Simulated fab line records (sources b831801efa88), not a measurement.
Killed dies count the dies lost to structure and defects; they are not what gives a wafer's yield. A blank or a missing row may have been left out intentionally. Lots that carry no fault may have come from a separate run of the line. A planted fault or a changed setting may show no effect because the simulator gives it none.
fab line records + flow sky130
record
- lots=11
- wafers=33
- lastDay=50
route steps=708 shown NWELL@67 VT_ADJUST_HVTP@92 VT_ADJUST_HVTR@139 GATE_OXIDE@188
lots that met no fault: from a run of the same line without faults
startH: start of the lot's first displayed wafer, in hours after the record's first day + waitH: how many hours have passed since the lot's step before this one + " unchanged from the row above + L1.1+2: a row that stands for several wafers + - no value, or no start given + * or withheld: withheld + < > ~ a bound
route shown NAME@n: names a module that has steps shown in the file, with the first one's number in the route + usual: mean/standard deviation of fault-free wafers + same: alike in all rows + chamber/n: place in a boat + sites: the reading at each site + _std_site: their standard deviation + _edge_site: outer sites' mean less inner sites' + radiusMm: for every site, how far away it sits from the centre of the wafer + mask NAME#n: copy n + behind: the most recent tool/chamber to have shaped the wafer + hold: cause of the lot's hold/its duration in hours/its outcome + device: the n, p or np transistor that did not switch + end of line: the same wafers' tests at the end of the route + for a step that has no rows: nothing shown but its recipe + killed: not the wafer's yield, but the dies lost to structure and defects at the first sort + map: a wafer's dies, marking killed ones x, the rest . and places with no die _
set.NAME: the setting as run; set.NAME@STEP: as run at that earlier step + model.NAME: the simulator's own value behind a step, which no gauge read
one table for each step of the route and one row for each wafer, over a sample of lots
services: a tool's chamber out of use, with start hour (startH, from the record's first day; less than 0 if before it), hours out, and reason
## steps
# step SKY_NWELL_STRIP_14
# recipe
- chemistry=O2/N2
- powerW=1400
- pressureMtorr=1500
- platenTempC=withheld
- o2FlowSccm=3000
- n2FlowSccm=300
- overashFraction=0.5
# usual
- chamberPressureMTorr=1499.9/1.5
- drypumpMotorCurrentA=5.6/0.65
- oesProductAu=0.722/0.0048
- stripTimeToEndpointS=36.91/0.096
| lot.wafer | tool           | chamber | startH | waitH | chamberPressureMTorr | drypumpMotorCurrentA | oesProductAu | rfHoursCounterH | stripTimeToEndpointS |
|-----------|----------------|---------|--------|-------|----------------------|----------------------|--------------|-----------------|----------------------|
| L588.1    | plasmaAsher-03 | 1       | 84.41  | 0.1   | 1499.7               | 4.9                  | 0.722        | 41              | 36.80                |
| L588.5    | "              | 1       | "      | "     | 1498.6               | 4.9                  | 0.726        | -               | 36.79                |
| L588.6    | "              | 0       | "      | "     | 1499.9               | 6.3                  | 0.720        | -               | 36.75                |
| L590.1    | plasmaAsher-02 | 0       | 98.81  | 0.1   | 1498.2               | 6.4                  | 0.716        | 39              | 36.83                |
| L590.2    | "              | 1       | "      | "     | 1499.3               | 4.9                  | 0.713        | 39              | 36.75                |
| L590.4    | "              | 0       | "      | "     | 1499.7               | 6.4                  | 0.724        | -               | 36.74                |
| L594.1    | plasmaAsher-03 | 1       | 120.96 | 0.1   | 1500.5               | 4.9                  | 0.727        | 45              | 37.00                |
| L594.2    | "              | 0       | "      | "     | 1500.3               | 6.2                  | 0.716        | 45              | 36.97                |
| L594.6    | "              | 0       | "      | "     | 1498.3               | 6.2                  | 0.718        | -               | 36.94                |
| L595.4    | plasmaAsher-03 | 0       | 127.50 | 0.1   | 1501.1               | 6.3                  | 0.725        | -               | 37.05                |
| L595.5    | "              | 0       | "      | "     | 1499.8               | 6.3                  | 0.718        | -               | 36.92                |
| L595.6    | "              | 1       | "      | "     | 1498.5               | 4.9                  | 0.719        | -               | 36.99                |
| L597.1    | plasmaAsher-03 | 0       | 134.59 | 0.1   | 1499.1               | 6.3                  | 0.729        | 46              | 37.05                |
| L597.2    | "              | 1       | "      | "     | 1498.7               | 4.9                  | 0.718        | 46              | 37.02                |
| L597.4    | "              | 0       | "      | "     | 1500.6               | 6.2                  | 0.722        | -               | 37.05                |
| L603.3    | plasmaAsher-04 | 1       | 179.86 | 0.1   | 1499.3               | 5.8                  | 0.723        | -               | 36.90                |
| L603.4    | "              | 0       | "      | "     | 1501.9               | 5.6                  | 0.721        | -               | 36.79                |
| L603.6    | "              | 0       | "      | "     | 1497.5               | 5.5                  | 0.723        | -               | 36.74                |
| L604.3    | plasmaAsher-02 | 0       | 182.67 | 0.1   | 1500.0               | 6.4                  | 0.723        | -               | 36.95                |
| L604.5    | "              | 0       | "      | "     | 1502.0               | 6.4                  | 0.722        | -               | 36.96                |
| L604.6    | "              | 1       | "      | "     | 1502.3               | 4.9                  | 0.734        | -               | 36.92                |
| L606.1    | plasmaAsher-02 | 0       | 191.01 | 0.1   | 1499.7               | 6.4                  | 0.730        | 47              | 36.90                |
| L606.2    | "              | 1       | "      | "     | 1502.3               | 4.9                  | 0.731        | 47              | 36.97                |
| L606.4    | "              | 0       | "      | "     | 1497.7               | 6.4                  | 0.715        | -               | 36.94                |
| L608.4    | plasmaAsher-02 | 1       | 209.01 | 0.1   | 1500.3               | 4.9                  | 0.725        | -               | 37.01                |
| L608.5    | "              | 0       | "      | "     | 1499.3               | 6.4                  | 0.716        | -               | 36.95                |
| L608.6    | "              | 1       | "      | "     | 1501.3               | 4.8                  | 0.720        | -               | 36.98                |
| L609.3    | plasmaAsher-02 | 1       | 210.31 | 0.1   | 1498.6               | 4.8                  | 0.717        | -               | 36.93                |
| L609.5    | "              | 1       | "      | "     | 1498.9               | 4.9                  | 0.720        | -               | 36.89                |
| L609.6    | "              | 0       | "      | "     | 1497.8               | 6.4                  | 0.733        | -               | 37.00                |
| L611.1    | plasmaAsher-04 | 0       | 221.64 | 0.1   | 1502.1               | 5.5                  | 0.721        | 10              | 37.02                |
| L611.2    | "              | 1       | "      | "     | 1501.3               | 5.8                  | 0.721        | 10              | 37.03                |
| L611.6    | "              | 0       | "      | "     | 1501.4               | 5.5                  | 0.724        | -               | 36.97                |
# step SKY_VT_ADJUST_HVTP_CD_MEAS_07
# recipe
- targetCdNm=380
# usual
- cdNm=381.0/2.5
| lot.wafer | tool     | chamber | startH | waitH | cdNm  |
|-----------|----------|---------|--------|-------|-------|
| L588.1    | cdSem-02 | -       | 120.12 | 0.1   | 382.6 |
| L588.5    | "        | -       | "      | "     | 382.6 |
| L588.6    | "        | -       | "      | "     | 382.1 |
| L590.1    | cdSem-01 | -       | 133.99 | 0.1   | 381.2 |
| L590.2    | "        | -       | "      | "     | 380.6 |
| L590.4    | "        | -       | "      | "     | 382.2 |
| L594.1    | cdSem-02 | -       | 159.64 | 0.1   | 380.9 |
| L594.2    | "        | -       | "      | "     | 380.7 |
| L594.6    | "        | -       | "      | "     | 378.2 |
| L595.4    | cdSem-01 | -       | 166.90 | 0.1   | 384.6 |
| L595.5    | "        | -       | "      | "     | 382.0 |
| L595.6    | "        | -       | "      | "     | 383.9 |
| L597.1    | cdSem-01 | -       | 174.33 | 0.1   | 380.3 |
| L597.2    | "        | -       | "      | "     | 381.6 |
| L597.4    | "        | -       | "      | "     | 380.7 |
| L603.3    | cdSem-02 | -       | 223.40 | 0.1   | 382.1 |
| L603.4    | "        | -       | "      | "     | 379.8 |
| L603.6    | "        | -       | "      | "     | 380.6 |
| L604.3    | cdSem-02 | -       | 226.40 | 0.1   | 382.5 |
| L604.5    | "        | -       | "      | "     | 384.6 |
| L604.6    | "        | -       | "      | "     | 383.6 |
| L606.1    | cdSem-02 | -       | 233.78 | 0.1   | 380.1 |
| L606.2    | "        | -       | "      | "     | 380.8 |
| L606.4    | "        | -       | "      | "     | 382.7 |
| L608.4    | cdSem-02 | -       | 253.87 | 0.1   | 381.1 |
| L608.5    | "        | -       | "      | "     | 380.6 |
| L608.6    | "        | -       | "      | "     | 381.2 |
| L609.3    | cdSem-01 | -       | 254.62 | 0.1   | 380.1 |
| L609.5    | "        | -       | "      | "     | 380.5 |
| L609.6    | "        | -       | "      | "     | 379.1 |
| L611.1    | cdSem-02 | -       | 267.34 | 0.1   | 382.9 |
| L611.2    | "        | -       | "      | "     | 378.3 |
| L611.6    | "        | -       | "      | "     | 381.8 |
# step SKY_VT_ADJUST_HVTR_OVL_MEAS_08
# usual
- VT_ADJUST_HVTR_OVL=-0.2/1.4
| lot.wafer | tool       | chamber | startH | waitH | VT_ADJUST_HVTR_OVL[nm] |
|-----------|------------|---------|--------|-------|------------------------|
| L588.1    | overlay-01 | -       | 200.11 | 0.1   | -0.8                   |
| L588.5    | "          | -       | "      | "     | 1.2                    |
| L588.6    | "          | -       | "      | "     | -1.9                   |
| L590.1    | overlay-02 | -       | 216.90 | 0.1   | 0.6                    |
| L590.2    | "          | -       | "      | "     | -0.6                   |
| L590.4    | "          | -       | "      | "     | -0.1                   |
| L594.1    | overlay-02 | -       | 244.46 | 0.1   | 0.5                    |
| L594.2    | "          | -       | "      | "     | 1.2                    |
| L594.6    | "          | -       | "      | "     | -0.9                   |
| L595.4    | overlay-02 | -       | 253.94 | 0.1   | -0.8                   |
| L595.5    | "          | -       | "      | "     | -1.6                   |
| L595.6    | "          | -       | "      | "     | -2.5                   |
| L597.1    | overlay-02 | -       | 261.16 | 0.1   | -0.3                   |
| L597.2    | "          | -       | "      | "     | -0.8                   |
| L597.4    | "          | -       | "      | "     | 0.3                    |
| L603.3    | overlay-01 | -       | 319.86 | 0.1   | -0.2                   |
| L603.4    | "          | -       | "      | "     | -0.1                   |
| L603.6    | "          | -       | "      | "     | 0.9                    |
| L604.3    | overlay-01 | -       | 323.24 | 0.1   | -1.6                   |
| L604.5    | "          | -       | "      | "     | -2.5                   |
| L604.6    | "          | -       | "      | "     | -2.4                   |
| L606.1    | overlay-02 | -       | 331.80 | 0.1   | -3.1                   |
| L606.2    | "          | -       | "      | "     | -0.4                   |
| L606.4    | "          | -       | "      | "     | -1.5                   |
| L608.4    | overlay-01 | -       | 355.38 | 0.1   | 0.8                    |
| L608.5    | "          | -       | "      | "     | -0.7                   |
| L608.6    | "          | -       | "      | "     | -0.1                   |
| L609.3    | overlay-02 | -       | 355.96 | 0.1   | 1.4                    |
| L609.5    | "          | -       | "      | "     | 1.7                    |
| L609.6    | "          | -       | "      | "     | -0.8                   |
| L611.1    | overlay-01 | -       | 371.92 | 0.1   | 1.6                    |
| L611.2    | "          | -       | "      | "     | -0.6                   |
| L611.6    | "          | -       | "      | "     | 1.9                    |
# step SKY_GATE_OXIDE_OXIDATION_01
# recipe
- tempC=900
- ambient=O2
- stabiliseS=600
- purgeS=300
- targetThkA=102.68
- oxTimeS=1473
# usual
- spikeTcBottomC=919.3/1.1
- spikeTcCentreC=900.3/1
- spikeTcLowerC=901.0/1.9
- spikeTcTopC=910.7/1
- spikeTcUpperC=900.1/1.1
- tubeCenterTempC=900/0.086
- tube_center_temp_C_max=902.3/0.41
| lot.wafer | tool       | chamber | startH | waitH | spikeTcBottomC | spikeTcCentreC | spikeTcLowerC | spikeTcTopC | spikeTcUpperC | tubeCenterTempC | tube_center_temp_C_max |
|-----------|------------|---------|--------|-------|----------------|----------------|---------------|-------------|---------------|-----------------|------------------------|
| L588.1    | furnace-01 | 0       | 282.39 | 0.0   | 919.2          | 901.5          | 903.2         | 910.7       | 899.5         | 899.94          | 902.0                  |
| L588.5    | "          | 0       | "      | "     | 918.7          | 899.0          | 903.5         | 910.3       | 899.1         | 900.13          | 902.3                  |
| L588.6    | "          | 0       | "      | "     | 917.9          | 899.6          | 902.9         | 912.4       | 897.9         | 900.01          | 902.5                  |
| L590.1    | furnace-02 | 0       | 299.50 | 1.1   | 918.8          | 900.2          | 899.8         | 911.3       | 899.3         | 900.14          | 902.4                  |
| L590.2    | "          | 0       | "      | "     | 921.5          | 899.2          | 899.3         | 910.5       | 900.1         | 900.02          | 901.8                  |
| L590.4    | "          | 0       | "      | "     | 920.5          | 900.0          | 899.0         | 910.0       | 899.1         | 900.07          | 902.3                  |
| L594.1    | furnace-01 | 0       | 327.03 | 0.6   | 918.9          | 900.4          | 903.7         | 913.6       | 898.7         | 900             | 902.6                  |
| L594.2    | "          | 0       | "      | "     | 919.0          | 900.0          | 903.6         | 911.5       | 899.4         | 899.97          | 902.8                  |
| L594.6    | "          | 0       | "      | "     | 918.7          | 900.0          | 902.4         | 911.1       | 900.7         | 899.93          | 901.7                  |
| L595.4    | furnace-02 | 0       | 336.63 | 0.3   | 913.6          | 895.1          | 894.7         | 904.9       | 892.8         | 893.48          | 895.8                  |
| L595.5    | "          | 0       | "      | "     | 913.7          | 894.7          | 893.5         | 903.6       | 894.5         | 893.51          | 896.0                  |
| L595.6    | "          | 0       | "      | "     | 913.1          | 893.8          | 890.2         | 903.9       | 894.7         | 893.52          | 895.9                  |
| L597.1    | furnace-02 | 0       | 348.38 | 0.0   | 913.3          | 892.3          | 892.0         | 904.4       | 894.3         | 893.39          | 895.4                  |
| L597.2    | "          | 0       | "      | "     | 914.0          | 895.6          | 894.1         | 905.4       | 893.1         | 893.4           | 895.7                  |
| L597.4    | "          | 0       | "      | "     | 913.5          | 893.3          | 892.8         | 906.8       | 893.6         | 893.49          | 895.5                  |
| L603.3    | furnace-02 | 0       | 410.32 | 0.3   | 918.9          | 901.1          | 899.4         | 910.8       | 898.9         | 899.94          | 902.3                  |
| L603.4    | "          | 0       | "      | "     | 921.2          | 900.4          | 899.9         | 909.8       | 901.1         | 900.17          | 902.8                  |
| L603.6    | "          | 0       | "      | "     | 918.4          | 899.7          | 899.0         | 909.5       | 900.3         | 900.15          | 902.4                  |
| L604.3    | furnace-02 | 0       | 412.98 | 0.5   | 920.1          | 901.8          | 898.2         | 909.0       | 900.5         | 899.93          | 902.7                  |
| L604.5    | "          | 0       | "      | "     | 920.5          | 898.1          | 901.2         | 910.8       | 899.0         | 900.14          | 902.3                  |
| L604.6    | "          | 0       | "      | "     | 917.9          | 901.2          | 900.3         | 909.7       | 899.7         | 900.07          | 902.0                  |
| L606.1    | furnace-02 | 0       | 422.49 | 0.8   | 919.7          | 900.1          | 900.8         | 911.2       | 898.8         | 900.02          | 902.1                  |
| L606.2    | "          | 0       | "      | "     | 917.8          | 899.8          | 898.1         | 911.5       | 900.7         | 899.88          | 901.9                  |
| L606.4    | "          | 0       | "      | "     | 919.0          | 901.2          | 899.2         | 908.4       | 900.6         | 899.96          | 902.8                  |
| L608.4    | furnace-02 | 0       | 449.71 | 0.1   | 918.2          | 900.5          | 901.7         | 911.4       | 900.1         | 900.14          | 902.5                  |
| L608.5    | "          | 0       | "      | "     | 920.9          | 901.5          | 898.8         | 909.8       | 900.1         | 899.88          | 902.5                  |
| L608.6    | "          | 0       | "      | "     | 921.4          | 900.8          | 900.2         | 909.1       | 901.8         | 900.09          | 903.0                  |
| L609.3    | furnace-02 | 0       | 452.82 | 1.3   | 921.3          | 903.3          | 901.5         | 909.5       | 901.3         | 899.94          | 902.7                  |
| L609.5    | "          | 0       | "      | "     | 919.5          | 899.9          | 899.1         | 909.4       | 899.9         | 900.08          | 902.7                  |
| L609.6    | "          | 0       | "      | "     | 919.3          | 902.6          | 897.9         | 910.7       | 900.2         | 900.04          | 903.6                  |
| L611.1    | furnace-02 | 0       | 468.32 | 0.0   | 920.9          | 900.8          | 901.8         | 910.6       | 899.8         | 899.92          | 902.8                  |
| L611.2    | "          | 0       | "      | "     | 920.3          | 900.7          | 898.0         | 908.9       | 900.8         | 899.98          | 902.0                  |
| L611.6    | "          | 0       | "      | "     | 919.0          | 900.3          | 901.0         | 909.8       | 900.8         | 900.02          | 902.0                  |
# step SKY_GATE_OXIDE_THK_MEAS_02
# recipe
- reads=SiO2_of_GATE_OXIDE_OXIDATION_01
# usual
- GATE_OXIDE_OXIDATION_00_THK=10.27/0.17
| lot.wafer | tool         | chamber | startH | waitH | GATE_OXIDE_OXIDATION_00_THK[nm] |
|-----------|--------------|---------|--------|-------|---------------------------------|
| L588.1    | filmMetro-03 | -       | 283.79 | 0.0   | 10.06                           |
| L588.5    | "            | -       | "      | "     | 10.11                           |
| L588.6    | "            | -       | "      | "     | 10.20                           |
| L590.1    | filmMetro-01 | -       | 300.91 | 0.0   | 10.28                           |
| L590.2    | "            | -       | "      | "     | 10.07                           |
| L590.4    | "            | -       | "      | "     | 10.31                           |
| L594.1    | filmMetro-01 | -       | 328.44 | 0.0   | 10.26                           |
| L594.2    | "            | -       | "      | "     | 10.11                           |
| L594.6    | "            | -       | "      | "     | 10.16                           |
| L595.4    | filmMetro-02 | -       | 338.07 | 0.0   | 9.51                            |
| L595.5    | "            | -       | "      | "     | 9.50                            |
| L595.6    | "            | -       | "      | "     | 9.44                            |
| L597.1    | filmMetro-03 | -       | 349.79 | 0.0   | 9.44                            |
| L597.2    | "            | -       | "      | "     | 9.69                            |
| L597.4    | "            | -       | "      | "     | 9.44                            |
| L603.3    | filmMetro-03 | -       | 411.75 | 0.0   | 10.18                           |
| L603.4    | "            | -       | "      | "     | 10.29                           |
| L603.6    | "            | -       | "      | "     | 10.20                           |
| L604.3    | filmMetro-03 | -       | 414.41 | 0.0   | 10.11                           |
| L604.5    | "            | -       | "      | "     | 10.07                           |
| L604.6    | "            | -       | "      | "     | 10.18                           |
| L606.1    | filmMetro-02 | -       | 423.90 | 0.0   | 10.12                           |
| L606.2    | "            | -       | "      | "     | 9.91                            |
| L606.4    | "            | -       | "      | "     | 10.01                           |
| L608.4    | filmMetro-02 | -       | 451.15 | 0.0   | 10.23                           |
| L608.5    | "            | -       | "      | "     | 10.42                           |
| L608.6    | "            | -       | "      | "     | 10.10                           |
| L609.3    | filmMetro-01 | -       | 454.25 | 0.0   | 9.92                            |
| L609.5    | "            | -       | "      | "     | 10.16                           |
| L609.6    | "            | -       | "      | "     | 10.00                           |
| L611.1    | filmMetro-03 | -       | 469.73 | 0.0   | 10.28                           |
| L611.2    | "            | -       | "      | "     | 10.31                           |
| L611.6    | "            | -       | "      | "     | 10.33                           |
## services
| tool           | chamber | startH | hours | kind      |
|----------------|---------|--------|-------|-----------|
| furnace-01     | -       | 61.63  | 3.5   | pm        |
| furnace-02     | -       | 99.05  | 5.8   | pm        |
| furnace-02     | -       | 104.84 | 3.2   | pm        |
| plasmaAsher-04 | -       | 108.75 | 9.0   | pm        |
| plasmaAsher-04 | 0       | 108.75 | 9.0   | ventCycle |
| plasmaAsher-04 | 1       | 108.75 | 9.0   | ventCycle |
| plasmaAsher-04 | -       | 141.71 | 4.5   | repair    |
| plasmaAsher-02 | -       | 155.94 | 14.6  | pm        |
| plasmaAsher-03 | -       | 170.99 | 1.3   | repair    |
| plasmaAsher-04 | -       | 195.30 | 4.3   | repair    |
| furnace-02     | -       | 199.50 | 3.4   | pm        |
| furnace-01     | -       | 229.37 | 3.2   | pm        |
| furnace-01     | -       | 259.33 | 3.6   | pm        |
| furnace-02     | -       | 268.13 | 4.1   | pm        |
| furnace-01     | -       | 283.79 | 5.0   | pm        |
| plasmaAsher-04 | -       | 309.93 | 2.8   | pm        |
| plasmaAsher-02 | -       | 337.13 | 1.2   | repair    |
| furnace-01     | -       | 397.63 | 3.7   | pm        |
| plasmaAsher-03 | -       | 421.28 | 9.0   | pm        |
| plasmaAsher-03 | 0       | 421.28 | 9.0   | ventCycle |
| plasmaAsher-03 | 1       | 421.28 | 9.0   | ventCycle |
| plasmaAsher-03 | 0       | 430.28 | -     | clean     |
| plasmaAsher-03 | 1       | 430.28 | -     | clean     |
| furnace-02     | -       | 437.16 | 5.3   | pm        |
## key
firstSign
- step=SKY_GATE_OXIDE_OXIDATION_01
- reading=tubeCenterTempC
- direction=down
- sigmas=73
- usual=*
- struck=*
effect
- step=SKY_GATE_OXIDE_OXIDATION_01
- reading=tube_center_temp_C_max
- direction=down
- sigmas=16
- usual=*
- struck=*
effect
- step=SKY_GATE_OXIDE_THK_MEAS_02
- reading=GATE_OXIDE_OXIDATION_00_THK
- direction=down
- sigmas=4.5
- usual=10.27
- struck=9.50
metAt SKY_GATE_OXIDE_OXIDATION_01
struckLots L595,L597
testerLeftOut L595,L597
notActingAt SKY_NWELL_STRIP_14,SKY_VT_ADJUST_HVTP_CD_MEAS_07,SKY_VT_ADJUST_HVTR_OVL_MEAS_08
onsetBetween 299.50 336.63
fault
- kind=processParameterDrift
- tool=furnace-02
- chamber=-
- onsetH=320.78
- steps=SKY_GATE_OXIDE_OXIDATION_01
- channel=tempC
- offset=*
- shape=step
- endH=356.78
- actsIn=*
- stated=*
# testerLeftOut: of these lots the tester's yield and bins aren't shown, on N5 and GAA mostly nor the transistor test; their killed dies are dies lost to structure and defects alone, not to doping, threshold or leakage, so they don't give the yield
